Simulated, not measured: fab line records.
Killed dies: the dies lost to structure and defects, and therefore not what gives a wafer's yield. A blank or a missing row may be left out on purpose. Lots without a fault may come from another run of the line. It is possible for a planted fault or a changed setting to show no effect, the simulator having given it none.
Comparing a struck lot with a sound one	flow sky130	23 steps out of a route of 708
Sound: wafers L859.1, L859.3, L859.5. Struck: wafer L866.1 (L866.5, L866.6, from the same lot, were not struck and are left out); the cause is given at the end.
Each step with rows lists, per side, the tool, then ch with its chambers, then its first start. Under that, the readings that differ: sound wafers	struck wafers	difference of the means	sigmas: that difference in standard deviations of wafers without a fault.
alike: words and numbers the same on both sides, and readings whose means are apart by under 2 such deviations; not compared: readings that were withheld, readings missing a value for some wafer, numbers with overlapping values and no deviation given by the record, and bounds like >300 which may hide the same value.
Wherever a step has rows on one side only, a row that says differs or no value, or a row with sigmas, the two part there. When numbers do not overlap yet have no deviation, they are printed without sigmas and do not part them. A reading missing from all wafers of one side parts the sides only when that side holds two or more wafers.

first, 6 steps without rows for these wafers: SKY_VT_ADJUST_LVTN_HMDS_12 (prime time 60 s); SKY_VT_ADJUST_LVTN_COAT_13 (resist thk 1140 nm); SKY_VT_ADJUST_LVTN_SOFTBAKE_14 (time 60 s); SKY_VT_ADJUST_LVTN_EXPOSE_15 (exposes mask HVN STD DERIVED, target cd 600 nm); SKY_VT_ADJUST_LVTN_PEB_16; SKY_VT_ADJUST_LVTN_DEVELOP_17 (develop time 60 s).
SKY_VT_ADJUST_LVTN_OVL_MEAS_18:
  struck on overlay-01, day 9 23:09; sound on overlay-01, day 8 06:52
reading	sound	struck	difference	sigmas
VT_ADJUST_LVTN_01_OVL (nm)	-1.4 -0.9 -2.0	2.0	+3.4	+2
following that, these wafers have no rows for 1 step: SKY_VT_ADJUST_LVTN_IMPLANT_19.
SKY_VT_ADJUST_LVTN_STRIP_20: strips in O2/N2.
  sound on plasma asher-02 ch 0,1, day 8 07:03; struck on plasma asher-03 ch 0, day 9 23:20
  alike: drypump motor current A, oes product au, strip time to endpoint s
  not compared: rf hours counter h
SKY_VT_ADJUST_LVTN_TW_MEAS_21:
  struck on film metro-01, day 9 23:26; sound on film metro-01, day 8 07:09
  alike: VT_ADJUST_LVTN_2_TW
then, 2 steps without rows for these wafers: SKY_VT_ADJUST_NCORE_DEHYDRATE_00 (time 60 s); SKY_VT_ADJUST_NCORE_HMDS_01 (prime time 60 s).
SKY_VT_ADJUST_NCORE_COAT_02: resist thk 1140 nm.
  sound on litho track-01 ch 0, day 8 17:04; struck on litho track-03 ch 0, day 10 10:54
reading	sound	struck	difference	sigmas
model.NOVOLAK_of_VT_ADJUST_NCORE_COAT_02.thk nm (nm)	1140 1143 1139	1065	-76	
then, 3 steps without rows for these wafers: SKY_VT_ADJUST_NCORE_SOFTBAKE_03 (time 60 s); SKY_VT_ADJUST_NCORE_EXPOSE_04 (exposes mask LVTN COMPLEMENT THIN, target cd 380 nm); SKY_VT_ADJUST_NCORE_PEB_05.
SKY_VT_ADJUST_NCORE_DEVELOP_06: develop time 60 s.
  sound on litho track-03 ch 0, day 9 03:51; struck on litho track-04 ch 0, day 10 21:49
reading	sound	struck	difference	sigmas
model.NOVOLAK_of_VT_ADJUST_NCORE_COAT_02.thk nm (nm)	1139 1142 1139	1064	-76	
SKY_VT_ADJUST_NCORE_CD_MEAS_07: target cd 380 nm.
  struck on cd sem-01, day 10 21:58; sound on cd sem-02, day 9 04:00
reading	sound	struck	difference	sigmas
cd nm (nm)	378.8 379.8 383.2	390.3	+9.7	+4
SKY_VT_ADJUST_NCORE_OVL_MEAS_08:
  struck on overlay-01, day 10 22:05; sound on overlay-02, day 9 04:07
  alike: VT_ADJUST_NCORE_OVL
following that, these wafers have no rows for 1 step: SKY_VT_ADJUST_NCORE_IMPLANT_09.
SKY_VT_ADJUST_NCORE_STRIP_10: strips in O2/N2.
  sound on plasma asher-04 ch 1, day 9 04:18; struck on plasma asher-03 ch 0, day 10 22:16
reading	sound	struck	difference	sigmas
drypump motor current A (A)	5.31 5.32 5.31	5.83	+0.52	+2
strip time to endpoint s (s)	14.17 14.21 14.16	13.29	-0.89	-21
  alike: oes product au
  not compared: rf hours counter h
SKY_VT_ADJUST_NCORE_TW_MEAS_11:
  struck on film metro-02, day 10 22:22; sound on film metro-04, day 9 04:24
  alike: VT_ADJUST_NCORE_TW
SKY_PAD_OPEN_PROBE_99:
  the record holds rows for the sound wafers here (prober-01, day 46 06:19) but none for the struck ones

## WHERE THEY PART
At SKY_VT_ADJUST_LVTN_OVL_MEAS_18 first; at SKY_PAD_OPEN_PROBE_99 last (within this record only).

WHY: the cause the simulator had injected
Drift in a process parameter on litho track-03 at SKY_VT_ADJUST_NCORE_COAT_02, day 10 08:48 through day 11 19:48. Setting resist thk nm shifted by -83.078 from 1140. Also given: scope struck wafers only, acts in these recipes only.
